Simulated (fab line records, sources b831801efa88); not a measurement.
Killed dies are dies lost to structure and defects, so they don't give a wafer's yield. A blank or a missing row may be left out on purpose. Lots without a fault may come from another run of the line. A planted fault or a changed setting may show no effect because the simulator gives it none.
Tool commonality check | flow gf180mcu | 11 lots, 33 wafers sampled

WHY IT WAS OPENED
At GF_PASSIVATION_THK_MEAS_01 the reading PASSIVATION_CVD_00_THK is flagged on 2 of 11 lots. Wafers without a fault read 1001 nm, standard deviation 13.
Rule: a lot is flagged when every wafer of it that has a number lies more than 4 standard deviations from that mean, or none has a number. The other lots count as sound.

lot  | measured     | on            | PASSIVATION_CVD_00_THK (nm), wafer by wafer | flag
L861 | day 28 12:34 | film_metro-04 | 984 996 1007                                |
L864 | day 29 08:14 | film_metro-03 | 996 1004 1016                               |
L867 | day 30 03:51 | film_metro-01 | 984 1009 1005                               |
L870 | day 31 00:31 | film_metro-04 | 995 1005 1000                               |
L871 | day 31 05:04 | film_metro-04 | 1002 984 1004                               |
L873 | day 31 18:10 | film_metro-03 | 975 995 1007                                |
L875 | day 32 08:58 | film_metro-01 | 988 1016 999                                |
L876 | day 32 10:37 | film_metro-03 | 987 999 1006                                |
L877 | day 32 16:52 | film_metro-04 | 1011 1006 1032                              |
L882 | day 33 20:38 | film_metro-01 | 1102 1102 1116                              | FLAGGED
L884 | day 34 07:16 | film_metro-01 | 1114 1120 1130                              | FLAGGED
The numbers of the flagged lots are 1114 nm on average: +113 nm against the usual, or +9 standard deviations.

WHICH TOOL RAN EACH LOT
The record holds 3 process steps before the reading, out of a route of 602 steps. In each cell: the tool, then ch and the chambers that the sampled wafers went through, then the start.
lot  | flag    | GF_V5_SPUTTER_22             | GF_TOP_METAL_SPUTTER_01      | GF_PASSIVATION_CVD_00
L861 |         | pvd_sputter-01, day 27 14:02 | pvd_sputter-04, day 27 14:46 | pecvd-03 ch 0,1,2, day 28 12:28
L864 |         | pvd_sputter-01, day 28 11:52 | pvd_sputter-01, day 28 12:36 | pecvd-03 ch 0,1, day 29 08:09
L867 |         | pvd_sputter-03, day 29 06:30 | pvd_sputter-02, day 29 07:14 | pecvd-04 ch 0,2, day 30 03:45
L870 |         | pvd_sputter-01, day 30 04:22 | pvd_sputter-01, day 30 05:10 | pecvd-03 ch 0,1,2, day 31 00:27
L871 |         | pvd_sputter-03, day 30 09:47 | pvd_sputter-04, day 30 10:31 | pecvd-02 ch 0,1, day 31 05:00
L873 |         | pvd_sputter-02, day 30 21:54 | pvd_sputter-01, day 30 22:38 | pecvd-02 ch 0,1,2, day 31 18:05
L875 |         | pvd_sputter-02, day 31 14:01 | pvd_sputter-02, day 31 14:45 | pecvd-04 ch 0,1,2, day 32 08:52
L876 |         | pvd_sputter-02, day 31 16:27 | pvd_sputter-04, day 31 17:11 | pecvd-03 ch 1,2, day 32 10:31
L877 |         | pvd_sputter-03, day 31 22:37 | pvd_sputter-01, day 31 23:21 | pecvd-03 ch 1,2, day 32 16:47
L882 | FLAGGED | pvd_sputter-02, day 33 03:27 | pvd_sputter-04, day 33 04:11 | pecvd-02 ch 1,2, day 33 20:33
L884 | FLAGGED | pvd_sputter-03, day 33 14:10 | pvd_sputter-02, day 33 14:54 | pecvd-02 ch 1,2, day 34 07:11
What these steps do:
- GF_V5_SPUTTER_22: material TiN, target thk 10 nm, time 40 s.
- GF_TOP_METAL_SPUTTER_01: material TiN, target thk 30 nm, time 25 s.
- GF_PASSIVATION_CVD_00: deposits SiO2 from TEOS, target thk 1000 nm, time 111.95 s.
- GF_PASSIVATION_THK_MEAS_01

FLAGGED OVER TOTAL, TOOL BY TOOL (the gauges that took the reading come last)
step                       | tool           | lots run | flagged | share of the flagged lots | sound lots run after its first flagged lot
GF_V5_SPUTTER_22           | pvd_sputter-01 | 3        | 0       | none                      | -
GF_V5_SPUTTER_22           | pvd_sputter-02 | 4        | 1       | some                      | 0
GF_V5_SPUTTER_22           | pvd_sputter-03 | 4        | 1       | some                      | 0
GF_TOP_METAL_SPUTTER_01    | pvd_sputter-01 | 4        | 0       | none                      | -
GF_TOP_METAL_SPUTTER_01    | pvd_sputter-02 | 3        | 1       | some                      | 0
GF_TOP_METAL_SPUTTER_01    | pvd_sputter-04 | 4        | 1       | some                      | 0
GF_PASSIVATION_CVD_00      | pecvd-02       | 4        | 2       | all                       | 0
GF_PASSIVATION_CVD_00      | pecvd-03       | 5        | 0       | none                      | -
GF_PASSIVATION_CVD_00      | pecvd-04       | 2        | 0       | none                      | -
GF_PASSIVATION_THK_MEAS_01 | film_metro-01  | 4        | 2       | all                       | 0
GF_PASSIVATION_THK_MEAS_01 | film_metro-03  | 3        | 0       | none                      | -
GF_PASSIVATION_THK_MEAS_01 | film_metro-04  | 4        | 0       | none                      | -

WHAT THE TABLE ALLOWS
2 rows of the table ran every flagged lot: pecvd-02 at GF_PASSIVATION_CVD_00, film_metro-01 at GF_PASSIVATION_THK_MEAS_01.
- pecvd-02 at GF_PASSIVATION_CVD_00: 2 of its 4 lots flagged. Its last sound lot is L873 (day 31 18:05), its first flagged lot L882 (day 33 20:33): a fault that began between those two fits. Its own readings lie more than 4 standard deviations out on every wafer of the flagged lots: rf_fwd_power_W.
- film_metro-01 at GF_PASSIVATION_THK_MEAS_01: 2 of its 4 lots flagged. Its last sound lot is L875 (day 32 08:58), its first flagged lot L882 (day 33 20:38): a fault that began between those two fits.
Counting lots can't tell these 2 tools apart, because each fits a fault that began at some hour. More lots, or a look at what each step does to the wafer, might.

WHAT THE SIMULATOR HAD PUT IN
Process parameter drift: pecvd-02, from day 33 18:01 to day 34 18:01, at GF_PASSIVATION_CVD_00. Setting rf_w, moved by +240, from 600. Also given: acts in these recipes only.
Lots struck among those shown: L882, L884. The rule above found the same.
